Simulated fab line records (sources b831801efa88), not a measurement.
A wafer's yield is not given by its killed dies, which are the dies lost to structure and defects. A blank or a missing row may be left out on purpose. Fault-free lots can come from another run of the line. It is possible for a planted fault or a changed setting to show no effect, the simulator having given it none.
Which of the tools did it? -- flow gf180mcu -- 13 lots, 39 wafers sampled, at 4 steps of a route of 602

== WHAT THE GAUGES SHOWED, per wafer ==
GF_HV_LDD_TW_MEAS_11. Usual: HV_LDD_TW typically reads 2416, with standard deviation 22.
lot,measured,on,HV_LDD_TW,flag
L747,day 10 15:35,filmMetro-02,2409 2416 2416,
L748,day 10 19:49,filmMetro-01,2382 2400 2395,
L749,day 11 05:43,filmMetro-02,2424 2419 2412,
L750,day 11 11:27,filmMetro-01,2389 2408 2402,
L751,day 11 17:59,filmMetro-02,2430 2406 2410,
L752,day 12 05:32,filmMetro-03,2443 2445 2446,
L753,day 12 11:02,filmMetro-01,2403 2400 2391,
L758,day 14 01:17,filmMetro-01,2406 2411 2412,
L763,day 15 12:11,filmMetro-03,2441 2441 2450,
L764,day 15 20:28,filmMetro-01,2393 2403 2394,
L766,day 16 11:10,filmMetro-03,2445 2450 2437,
L767,day 16 16:34,filmMetro-01,2398 2391 2400,
L768,day 17 06:37,filmMetro-03,2439 2441 2431,

GF_HV_LDD_THK_MEAS_55. Usual: HV_LDD_CVD_54_THK typically reads 10.00 nm, with standard deviation 0.13.
lot,measured,on,HV_LDD_CVD_54_THK (nm),flag
L747,day 13 03:53,filmMetro-03,9.80 9.89 9.71,
L748,day 13 07:28,filmMetro-03,9.99 9.89 10.02,
L749,day 13 19:14,filmMetro-01,9.99 9.81 9.83,
L750,day 14 00:49,filmMetro-01,10.02 10.07 10.08,
L751,day 14 07:40,filmMetro-02,10.08 10.02 9.99,
L752,day 14 21:28,filmMetro-01,10.07 10.10 10.13,
L753,day 15 04:49,filmMetro-01,10.22 10.23 10.20,
L758,day 16 19:39,filmMetro-01,9.93 10.04 9.92,
L763,day 18 08:50,filmMetro-01,10.13 10.08 10.09,
L764,day 18 19:13,filmMetro-03,9.73 9.90 9.73,
L766,day 19 10:48,filmMetro-03,9.76 9.82 9.73,
L767,day 19 16:24,filmMetro-03,10.05 10.01 9.92,
L768,day 20 09:10,filmMetro-02,9.93 10.06 9.99,

== EACH LOT AND THE TOOL THAT RAN IT (in order: tool; ch and the chambers of the sampled wafers; start) ==
lot,GF_HV_LDD_IMPLANT_34,GF_HV_LDD_STRIP_37
L747,"implanter-01 ch 0, day 12 05:22","plasmaAsher-03 ch 0,1, day 12 05:49"
L748,"implanter-03 ch 0, day 12 09:28","plasmaAsher-02 ch 0,1, day 12 09:53"
L749,"implanter-04 ch 0, day 12 20:29","plasmaAsher-02 ch 1, day 12 20:56"
L750,"implanter-01 ch 0, day 13 02:49","plasmaAsher-01 ch 0,1, day 13 03:15"
L751,"implanter-04 ch 0, day 13 09:07","plasmaAsher-03 ch 0,1, day 13 09:32"
L752,"implanter-04 ch 0, day 13 22:05","plasmaAsher-02 ch 0,1, day 13 22:32"
L753,"implanter-01 ch 0, day 14 03:26","plasmaAsher-01 ch 1, day 14 03:53"
L758,"implanter-01 ch 0, day 15 19:28","plasmaAsher-02 ch 0,1, day 15 19:55"
L763,"implanter-03 ch 0, day 17 08:56","plasmaAsher-01 ch 0,1, day 17 09:22"
L764,"implanter-04 ch 0, day 17 17:43","plasmaAsher-02 ch 0,1, day 17 18:10"
L766,"implanter-03 ch 0, day 18 08:19","plasmaAsher-02 ch 0, day 18 08:46"
L767,"implanter-01 ch 0, day 18 14:47","plasmaAsher-03 ch 0,1, day 18 15:13"
L768,"implanter-01 ch 0, day 19 06:04","plasmaAsher-02 ch 0,1, day 19 06:31"
- GF_HV_LDD_IMPLANT_34
- GF_HV_LDD_STRIP_37: strips in O2/N2.

== AS READ BY THE TOOLS THEMSELVES (means over the sampled wafers that have a number; for cases with no such wafer, the mark the record gives instead) ==
GF_HV_LDD_IMPLANT_34. Usual: beamOnS 10.00 s, standard deviation 0.21; faradayCurrentUA 42.3, standard deviation 0.88.
lot,tool,beamOnS (s),faradayCurrentUA,flag
L747,implanter-01,10.05,42.1,
L748,implanter-03,9.91,42.6,
L749,implanter-04,9.92,42.8,
L750,implanter-01,10.21,41.4,
L751,implanter-04,10.13,41.7,
L752,implanter-04,10.02,42.3,
L753,implanter-01,10.05,42.2,
L758,implanter-01,9.73,43.6,
L763,implanter-03,10.22,41.3,
L764,implanter-04,10.08,41.9,
L766,implanter-03,9.83,42.9,
L767,implanter-01,9.90,42.8,
L768,implanter-01,10.15,41.5,

GF_HV_LDD_STRIP_37. Usual: drypumpMotorCurrentA 6.1 A, standard deviation 0.4; heaterPowerW 358 W, standard deviation 29; oesProductAu 0.716 a.u., standard deviation 0.0048; stripTimeToEndpointS 12.61 s, standard deviation 0.039.
lot,tool,drypumpMotorCurrentA (A),heaterPowerW (W),oesProductAu (a.u.),stripTimeToEndpointS (s),flag
L747,plasmaAsher-03,5.5,405,0.718,12.57,
L748,plasmaAsher-02,6.2,348,0.715,12.62,
L749,plasmaAsher-02,6.1,340,0.714,12.53,
L750,plasmaAsher-01,6.0,358,0.721,12.58,
L751,plasmaAsher-03,5.3,422,0.717,12.65,
L752,plasmaAsher-02,6.2,343,0.716,12.60,
L753,plasmaAsher-01,6.2,354,0.714,12.57,
L758,plasmaAsher-02,6.2,346,0.721,12.61,
L763,plasmaAsher-01,6.1,355,0.717,12.67,
L764,plasmaAsher-02,6.2,342,0.714,12.62,
L766,plasmaAsher-02,6.5,344,0.714,12.58,
L767,plasmaAsher-03,5.5,405,0.719,12.62,
L768,plasmaAsher-02,6.4,348,0.720,12.62,

== THE ANSWER, worked out from the rows above alone ==
Rule: a lot counts as off when the mean over its wafers that have a number is more than 3 standard deviations away from the usual mean. A lot without any number at a reading at which 4 lots or more have one is off too. All remaining lots with rows at the step are treated as sound. First the gauges in route order, then the tools' own readings, where a lot's mean is used as printed above. The first step at which some lot is off is used, and at that step the reading that is off furthest; a lot without a number counts as furthest.
Across all readings shown, no lot is off: no conclusion can be drawn from this.

== WHAT THE SIMULATOR PUT IN ==
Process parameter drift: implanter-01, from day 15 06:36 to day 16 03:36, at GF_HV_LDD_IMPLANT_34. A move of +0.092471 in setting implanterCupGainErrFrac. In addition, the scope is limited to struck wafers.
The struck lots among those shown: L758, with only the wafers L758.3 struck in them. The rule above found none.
